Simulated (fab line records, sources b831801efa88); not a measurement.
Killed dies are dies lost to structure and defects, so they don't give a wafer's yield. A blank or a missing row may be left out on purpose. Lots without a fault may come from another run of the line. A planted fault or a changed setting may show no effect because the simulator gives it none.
fab line records | flow sky130
record lots=12 wafers=36 last_day=50
route steps=708 shown VT_ADJUST_HVTP@96 VT_ADJUST_LVTN@106 VT_ADJUST_HVTR@138 GATE_OXIDE@193 PAD_OPEN@708
lots that met no fault: from a run of the same line without faults
start_h: hours from the record's first day to the start of the lot's first wafer shown | wait_h: hours since the lot's step before | " the same as in the row above | L1.1+2: a row that stands for several wafers | - no value, or no start given | * or withheld: withheld | < > ~ a bound
route shown NAME@n: a module of which the file shows steps, and the number in the route of the first | usual: mean/standard deviation of fault-free wafers | same: alike in all rows | chamber/n: place in a boat | sites: the reading at each site | _std_site: their standard deviation | _edge_site: outer sites' mean less inner sites' | radius_mm: how far each site lies from the wafer's centre | mask NAME#n: copy n | behind: the tool/chamber that last shaped the wafer | hold: why the lot was held/for how many hours/how that ended | device: the transistor (n, p or np) that didn't switch | end of line: the same wafers' tests at the end of the route | a step without rows: its recipe alone | killed: dies lost to structure and defects at the first sort, not the wafer's yield | map: a wafer's dies, x killed, . not, _ none there
set.NAME: the setting as run; set.NAME@STEP: as run at that earlier step | model.NAME: the simulator's own value behind a step, which no gauge read
steps of the route over a sample of lots; a table a step, a row a wafer
services: from which hour (start_h, from the record's first day; less than 0 if before it) a tool's chamber was out of use, for how many hours, and why
## steps
# step SKY_VT_ADJUST_HVTP_TW_MEAS_11
# usual VT_ADJUST_HVTP_TW=1356/16
# columns lot.wafer tool chamber start_h wait_h VT_ADJUST_HVTP_TW
L708.1 film_metro-03 - 125.47 0.1 1335
L708.4 " - " " 1335
L708.6 " - " " 1334
L711.2 film_metro-01 - 143.32 0.1 1374
L711.3 " - " " 1371
L711.5 " - " " 1370
L713.4 film_metro-01 - 156.64 0.1 1367
L713.5 " - " " 1367
L713.6 " - " " 1360
L714.1 film_metro-02 - 161.17 0.1 1359
L714.4 " - " " 1361
L714.5 " - " " 1360
L716.1 film_metro-01 - 175.80 0.1 1367
L716.2 " - " " 1373
L716.4 " - " " 1365
L717.2 film_metro-03 - 180.90 0.1 1331
L717.3 " - " " 1323
L717.6 " - " " 1333
L719.1 film_metro-01 - 193.19 0.1 1378
L719.4 " - " " 1379
L719.5 " - " " 1385
L722.2 film_metro-01 - 211.33 0.1 1386
L722.3 " - " " 1383
L722.6 " - " " 1384
L726.2 film_metro-03 - 239.51 0.1 1335
L726.4 " - " " 1326
L726.5 " - " " 1325
L728.1 film_metro-02 - 251.65 0.1 1362
L728.4 " - " " 1351
L728.5 " - " " 1356
L729.1 film_metro-03 - 259.50 0.1 1334
L729.2 " - " " 1338
L729.4 " - " " 1335
L730.1 film_metro-03 - 265.67 0.1 1340
L730.2 " - " " 1335
L730.5 " - " " 1330
# step SKY_VT_ADJUST_LVTN_STRIP_09
# recipe chemistry=O2/N2 power_w=1400 pressure_mtorr=1500 platen_temp_c=withheld o2_flow_sccm=3000 n2_flow_sccm=300 overash_fraction=0.5
# usual drypump_motor_current_A=5.8/0.37 oes_product_au=0.722/0.0041 strip_time_to_endpoint_s=36.96/0.085
# columns lot.wafer tool chamber start_h wait_h drypump_motor_current_A oes_product_au rf_hours_counter_h strip_time_to_endpoint_s
L708.1 plasma_asher-03 0 144.40 0.1 5.9 0.717 45 36.96
L708.4 " 1 " " 6.1 0.713 - 36.90
L708.6 " 1 " " 6.1 0.721 - 36.94
L711.2 plasma_asher-04 0 163.60 0.1 5.3 0.718 35 36.96
L711.3 " 0 " " 5.3 0.731 - 36.92
L711.5 " 0 " " 5.3 0.724 - 36.84
L713.4 plasma_asher-03 0 177.69 0.1 5.9 0.712 - 36.88
L713.5 " 1 " " 6.1 0.717 - 36.79
L713.6 " 0 " " 5.9 0.716 - 36.90
L714.1 plasma_asher-03 1 181.85 0.1 6.1 0.719 49 37.00
L714.4 " 1 " " 6.1 0.720 - 36.93
L714.5 " 0 " " 5.9 0.723 - 37.00
L716.1 plasma_asher-03 0 197.55 0.1 5.9 0.726 50 36.93
L716.2 " 1 " " 6.0 0.717 50 36.84
L716.4 " 0 " " 5.9 0.723 - 36.97
L717.2 plasma_asher-04 1 201.10 0.1 5.7 0.727 38 37.03
L717.3 " 0 " " 5.3 0.728 - 36.93
L717.6 " 0 " " 5.3 0.722 - 36.93
L719.1 plasma_asher-03 1 214.32 0.1 6.1 0.722 52 37.00
L719.4 " 0 " " 5.9 0.720 - 37.07
L719.5 " 0 " " 5.9 0.719 - 37.09
L722.2 plasma_asher-03 1 233.88 0.1 6.2 0.724 54 36.87
L722.3 " 1 " " 6.1 0.723 - 36.79
L722.6 " 0 " " 5.9 0.729 - 36.91
L726.2 plasma_asher-01 1 263.38 0.1 5.2 0.726 57 36.87
L726.4 " 1 " " 5.2 0.720 - 36.92
L726.5 " 0 " " 6.3 0.721 - 36.83
L728.1 plasma_asher-03 1 275.22 0.1 6.1 0.724 58 36.90
L728.4 " 0 " " 5.9 0.712 - 36.89
L728.5 " 1 " " 6.1 0.722 - 36.92
L729.1 plasma_asher-01 1 283.95 0.1 5.2 0.721 59 36.84
L729.2 " 0 " " 6.3 0.721 59 36.88
L729.4 " 1 " " 5.1 0.722 - 36.81
L730.1 plasma_asher-04 1 290.82 0.1 5.7 0.724 47 36.98
L730.2 " 0 " " 5.3 0.726 47 37.02
L730.5 " 0 " " 5.3 0.726 - 36.99
# step SKY_VT_ADJUST_HVTR_CD_MEAS_07
# recipe target_cd_nm=380
# usual cd_nm=379.8/2.3
# columns lot.wafer tool chamber start_h wait_h cd_nm
L708.1 cd_sem-02 - 207.35 0.1 378.8
L708.4 " - " " 380.7
L708.6 " - " " 378.2
L711.2 cd_sem-01 - 227.87 0.1 377.9
L711.3 " - " " 380.6
L711.5 " - " " 378.8
L713.4 cd_sem-02 - 243.86 0.1 383.9
L713.5 " - " " 384.4
L713.6 " - " " 381.5
L714.1 cd_sem-01 - 249.15 0.1 377.7
L714.4 " - " " 379.4
L714.5 " - " " 379.7
L716.1 cd_sem-01 - 269.85 0.1 383.8
L716.2 " - " " 383.2
L716.4 " - " " 383.9
L717.2 cd_sem-01 - 270.44 0.1 381.6
L717.3 " - " " 379.0
L717.6 " - " " 377.9
L719.1 cd_sem-01 - 285.85 0.1 378.0
L719.4 " - " " 376.3
L719.5 " - " " 374.8
L722.2 cd_sem-02 - 307.59 0.1 383.6
L722.3 " - " " 384.4
L722.6 " - " " 383.7
L726.2 cd_sem-02 - 338.47 0.1 383.9
L726.4 " - " " 383.4
L726.5 " - " " 382.4
L728.1 cd_sem-02 - 352.32 0.1 379.4
L728.4 " - " " 379.9
L728.5 " - " " 380.0
L729.1 cd_sem-01 - 362.05 0.1 381.1
L729.2 " - " " 380.0
L729.4 " - " " 382.3
L730.1 cd_sem-02 - 368.20 0.1 379.5
L730.2 " - " " 379.0
L730.5 " - " " 380.0
# step SKY_GATE_OXIDE_SOFTBAKE_06
# recipe temp_c=90 time_s=60 resist=NOVOLAK
# usual heater_power_total_W=56.60/0.048 plate_temp_C=89.99/0.12
# columns lot.wafer tool chamber start_h wait_h heater_power_total_W plate_temp_C
L708.1 litho_track-04 0 301.62 0.1 56.60 90.13
L708.4 " 0 " " 56.63 90.14
L708.6 " 0 " " 56.55 89.78
L711.2 litho_track-04 0 323.84 0.1 56.54 90.07
L711.3 " 0 " " 56.55 89.89
L711.5 " 0 " " 56.63 89.87
L714.1 litho_track-04 0 343.72 0.1 56.54 89.95
L714.4 " 0 " " 56.54 90.04
L714.5 " 0 " " 56.57 89.89
L713.4 litho_track-02 0 344.17 0.1 56.53 89.88
L713.5 " 0 " " 56.66 89.97
L713.6 " 0 " " 56.60 90.20
L716.1 litho_track-02 0 379.05 0.1 56.61 89.96
L716.2 " 0 " " 56.59 90.06
L716.4 " 0 " " 56.61 90.02
L717.2 litho_track-04 0 379.14 0.1 56.53 89.99
L717.3 " 0 " " 56.59 89.97
L717.6 " 0 " " 56.53 89.90
L719.1 litho_track-04 0 389.77 0.1 65.12 99.46
L719.4 " 0 " " 65.12 99.45
L719.5 " 0 " " 65.11 99.46
L722.2 litho_track-04 0 411.44 0.1 65.14 99.61
L722.3 " 0 " " 65.09 99.40
L722.6 " 0 " " 65.23 99.64
L726.2 litho_track-03 0 449.47 0.1 56.59 90.04
L726.4 " 0 " " 56.62 90.04
L726.5 " 0 " " 56.58 89.94
L728.1 litho_track-02 0 461.90 0.1 56.64 90.15
L728.4 " 0 " " 56.61 90.04
L728.5 " 0 " " 56.57 89.94
L729.1 litho_track-02 0 471.90 0.1 56.70 89.96
L729.2 " 0 " " 56.56 89.83
L729.4 " 0 " " 56.54 89.80
L730.1 litho_track-02 0 484.55 0.1 56.59 89.82
L730.2 " 0 " " 56.61 89.61
L730.5 " 0 " " 56.61 89.83
# step SKY_GATE_OXIDE_STRIP_13
# recipe chemistry=O2/N2 power_w=1400 pressure_mtorr=1500 platen_temp_c=withheld o2_flow_sccm=3000 n2_flow_sccm=300 overash_fraction=0.5
# usual drypump_motor_current_A=5.8/0.31 oes_product_au=0.715/0.0048 strip_time_to_endpoint_s=14.16/0.034
# columns lot.wafer tool chamber start_h wait_h drypump_motor_current_A oes_product_au rf_hours_counter_h strip_time_to_endpoint_s
L708.1 plasma_asher-02 0 314.85 0.0 5.7 0.714 18 14.14
L708.4 " 1 " " 6.3 0.712 - 14.20
L708.6 " 1 " " 6.2 0.714 - 14.15
L711.2 plasma_asher-04 0 336.30 0.0 5.3 0.710 51 14.19
L711.3 " 1 " " 5.7 0.711 - 14.18
L711.5 " 1 " " 5.7 0.715 - 14.17
L714.1 plasma_asher-04 1 357.79 0.0 5.7 0.716 53 14.21
L714.4 " 0 " " 5.3 0.710 - 14.22
L714.5 " 0 " " 5.3 0.710 - 14.13
L713.4 plasma_asher-03 1 358.12 0.0 6.1 0.713 - 14.17
L713.5 " 0 " " 5.9 0.722 - 14.17
L713.6 " 1 " " 6.1 0.727 - 14.10
L716.1 plasma_asher-04 1 393.59 0.0 5.7 0.711 56 14.20
L716.2 " 0 " " 5.3 0.714 56 14.18
L716.4 " 1 " " 5.7 0.720 - 14.12
L717.2 plasma_asher-03 0 393.90 0.0 5.9 0.716 70 14.17
L717.3 " 0 " " 6.0 0.717 - 14.19
L717.6 " 1 " " 6.1 0.718 - 14.20
L719.1 plasma_asher-03 1 404.20 0.0 6.1 0.714 72 13.83
L719.4 " 1 " " 6.1 0.714 - 13.80
L719.5 " 0 " " 5.9 0.710 - 13.82
L722.2 plasma_asher-02 0 427.22 0.0 5.7 0.717 28 13.81
L722.3 " 0 " " 5.7 0.719 - 13.79
L722.6 " 0 " " 5.7 0.709 - 13.78
L726.2 plasma_asher-04 0 465.28 0.0 5.3 0.718 64 14.19
L726.4 " 1 " " 5.7 0.710 - 14.18
L726.5 " 0 " " 5.3 0.724 - 14.16
L728.1 plasma_asher-02 0 477.06 0.0 5.7 0.721 33 14.12
L728.4 " 1 " " 6.3 0.717 - 14.15
L728.5 " 1 " " 6.3 0.718 - 14.16
L729.1 plasma_asher-03 1 487.79 0.0 6.1 0.708 80 14.18
L729.2 " 0 " " 5.9 0.714 80 14.20
L729.4 " 0 " " 5.9 0.715 - 14.16
L730.1 plasma_asher-04 0 499.81 0.0 5.3 0.718 68 14.11
L730.2 " 1 " " 5.7 0.724 68 14.10
L730.5 " 0 " " 5.3 0.712 - 14.12
# step SKY_PAD_OPEN_PROBE_99
# usual killed_at_M0_to_M3=42/6.3 killed_at_M4_up=2.8/1.9 killed_at_contacts=23/5.3 killed_at_front_end=16/4.3 killed_at_other=0.2/0.51 killed_dies=84/9.3 killed_open=46/7.6 killed_short=38/6.3
# same gross_dies=492 killed_at_back_side=0
# columns lot.wafer tool chamber start_h wait_h killed_at_M0_to_M3 killed_at_M4_up killed_at_contacts killed_at_front_end killed_at_other killed_dies killed_open killed_short
L726.2 prober-01 - 1184.04 0.1 34 3 17 14 0 68 37 31
L726.4 prober-01 - 1184.14 0.2 42 1 22 16 0 81 43 38
L726.5 prober-01 - 1184.19 0.2 35 3 22 13 0 73 36 37
# killed by level:class
L726.2 VIA2:geometric_particle:open=11 VIA1:geometric_particle:open=7 LI_CONTACT:geometric_particle:open=6 VIA1:geometric_particle:short=6 CONTACT:geometric_particle:open=5 POLY_GATE:geometric_particle:short=4 CONTACT:geometric_particle:short=4 VIA3:geometric_particle:open=4
L726.4 VIA1:geometric_particle:open=13 LI_CONTACT:geometric_particle:open=9 METAL1:geometric_particle:short=7 CONTACT:geometric_particle:open=6 VIA3:geometric_particle:open=6 FIELD_ISO:geometric_particle:short=5 POLY_GATE:geometric_particle:short=5 VIA2:geometric_particle:open=4
L726.5 CONTACT:geometric_particle:open=9 POLY_GATE:geometric_particle:short=7 VIA3:geometric_particle:open=6 VIA1:geometric_particle:open=6 LOCAL_INTERCONNECT:geometric_particle:short=5 VIA2:geometric_particle:open=5 LI_CONTACT:geometric_particle:open=4 METAL2:geometric_particle:short=3
## services
# columns tool chamber start_h hours kind
plasma_asher-03 - 135.51 0.8 repair
plasma_asher-02 - 143.42 2.8 pm
plasma_asher-01 - 144.30 8.0 repair
plasma_asher-01 - 159.98 0.5 repair
plasma_asher-02 - 224.48 4.3 pm
plasma_asher-04 - 311.88 2.5 repair
plasma_asher-04 - 318.23 2.8 pm
plasma_asher-02 - 328.59 1.5 repair
plasma_asher-02 - 353.08 0.9 repair
plasma_asher-04 - 389.90 2.7 repair
plasma_asher-02 - 393.53 14.6 pm
plasma_asher-01 - 421.25 9.0 pm
plasma_asher-01 0 421.25 9.0 vent_cycle
plasma_asher-01 1 421.25 9.0 vent_cycle
plasma_asher-04 - 422.75 0.9 repair
plasma_asher-01 0 430.25 - clean
plasma_asher-01 1 430.25 - clean
plasma_asher-04 - 436.12 1.6 repair
## key
first_sign step=SKY_GATE_OXIDE_SOFTBAKE_06 reading=heater_power_total_W direction=up sigmas=99+ usual=* struck=*
effect step=SKY_GATE_OXIDE_SOFTBAKE_06 reading=plate_temp_C direction=up sigmas=77 usual=* struck=*
effect step=SKY_GATE_OXIDE_STRIP_13 reading=strip_time_to_endpoint_s direction=down sigmas=11 usual=* struck=*
met_at SKY_GATE_OXIDE_SOFTBAKE_06
struck_lots L719,L722
tester_left_out L719,L722
not_acting_at SKY_VT_ADJUST_HVTP_TW_MEAS_11,SKY_VT_ADJUST_LVTN_STRIP_09,SKY_VT_ADJUST_HVTR_CD_MEAS_07
onset_between 379.14 389.77
fault kind=process_parameter_drift tool=litho_track-04 chamber=- onset_h=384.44 steps=SKY_GATE_OXIDE_SOFTBAKE_06 channel=temp_c offset=* shape=step end_h=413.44 acts_in=* stated=*
# tester_left_out: of these lots the tester's yield and bins aren't shown, on N5 and GAA mostly nor the transistor test; their killed dies are dies lost to structure and defects alone, not to doping, threshold or leakage, so they don't give the yield
